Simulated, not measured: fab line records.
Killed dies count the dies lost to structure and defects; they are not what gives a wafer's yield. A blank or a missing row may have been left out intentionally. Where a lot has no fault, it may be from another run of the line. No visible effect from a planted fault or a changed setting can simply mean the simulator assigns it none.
Comparing a struck lot with a sound one :: flow sky130 :: 19 out of 708 route steps
Sound: these wafers, L593.1, L593.3, L593.5. The struck wafers were L601.3, L601.4, L601.6. The cause comes at the end.
Per side, at each step with rows, come the tool, then ch with its chambers, and then its first start. Under that, the readings that differ: sound wafers :: struck wafers :: difference of the means :: sigmas: that difference in standard deviations of wafers without a fault.
alike: readings whose means differ by less than 2 such deviations, and words and numbers that are the same on both sides. not compared: withheld readings, readings that some wafer has no value for, bounds like >300 that may hide the same value, and numbers for which the record gives no deviation and whose values overlap.
A row with sigmas, a row that says differs or no value, or rows on one side alone: a step with any of these is where the two part. When numbers do not overlap yet have no deviation, they are printed without sigmas and do not part them. Lack of a reading on every wafer of one side parts them only where that side has two or more wafers.

first, 6 steps without rows for these wafers: SKY_RES_XHIGH_COAT_02 (resist thk 1140 nm); SKY_RES_XHIGH_SOFTBAKE_03 (time 60 s); SKY_RES_XHIGH_EXPOSE_04 (exposes mask URPM, target cd 1270 nm); SKY_RES_XHIGH_PEB_05; SKY_RES_XHIGH_DEVELOP_06 (develop time 60 s); SKY_RES_XHIGH_IMPLANT_07.
SKY_RES_XHIGH_STRIP_08: strips in O2/N2.
  sound on plasma-asher-04 ch 0,1, day 26 04:08; struck on plasma-asher-04 ch 0,1, day 29 08:13
  alike: drypump-motor-current-A, oes-product-au, strip-time-to-endpoint-s
  not compared: rf-hours-counter-h
SKY_RES_XHIGH_TW_MEAS_09:
  struck on film-metro-03, day 29 08:19; sound on film-metro-04, day 26 04:14
reading: RES_XHIGH_TW
sound: 1649 1650 1645
struck: 1630 1625 1627
difference: -21
sigmas: -2
then, 4 steps without rows for these wafers: SKY_SD_N_DEHYDRATE_00 (time 60 s); SKY_SD_N_HMDS_01 (prime time 60 s); SKY_SD_N_COAT_02 (resist thk 1140 nm); SKY_SD_N_SOFTBAKE_03 (time 60 s).
SKY_SD_N_EXPOSE_04: exposes mask NSDM, target cd 380 nm.
  sound on iline-stepper-01 ch 0, day 26 18:35; struck on iline-stepper-02 ch 0, day 29 22:34
reading: model.SD_N.overlay-x-nm (nm)
sound: -1.069 -1.069 -1.069
struck: 228.2 228.2 228.2
difference: +229.3
sigmas: 
  alike: mask
then, 2 steps without rows for these wafers: SKY_SD_N_PEB_05; SKY_SD_N_DEVELOP_06 (develop time 60 s).
SKY_SD_N_CD_MEAS_07: target cd 380 nm.
  struck on cd-sem-01, day 30 12:38; sound on cd-sem-01, day 27 08:23
  alike: cd-nm
SKY_SD_N_OVL_MEAS_08:
  struck on overlay-02, day 30 12:43; sound on overlay-01, day 27 08:31
reading: SD_N_OVL (nm)
sound: 0.4 -0.4 0.3
struck: 227.7 227.5 229.9
difference: +228.3
sigmas: +99 or more
after that, 1 step had no rows for these wafers: SKY_SD_N_IMPLANT_09.
-- the record jumps here: 17 days lie between the struck wafers' starts before and after (it left off in module SD_N and takes up again in module PAD_OPEN, whose first step shown is number 708 of the route) --
SKY_PAD_OPEN_PROBE_99:
  rows exist in the record for the struck wafers here (prober-01, day 47 10:40), but not for the sound ones

## WHERE THEY PART
At SKY_RES_XHIGH_TW_MEAS_09 first; at SKY_PAD_OPEN_PROBE_99 last (within this record only).

WHY: what had been put in by the simulator
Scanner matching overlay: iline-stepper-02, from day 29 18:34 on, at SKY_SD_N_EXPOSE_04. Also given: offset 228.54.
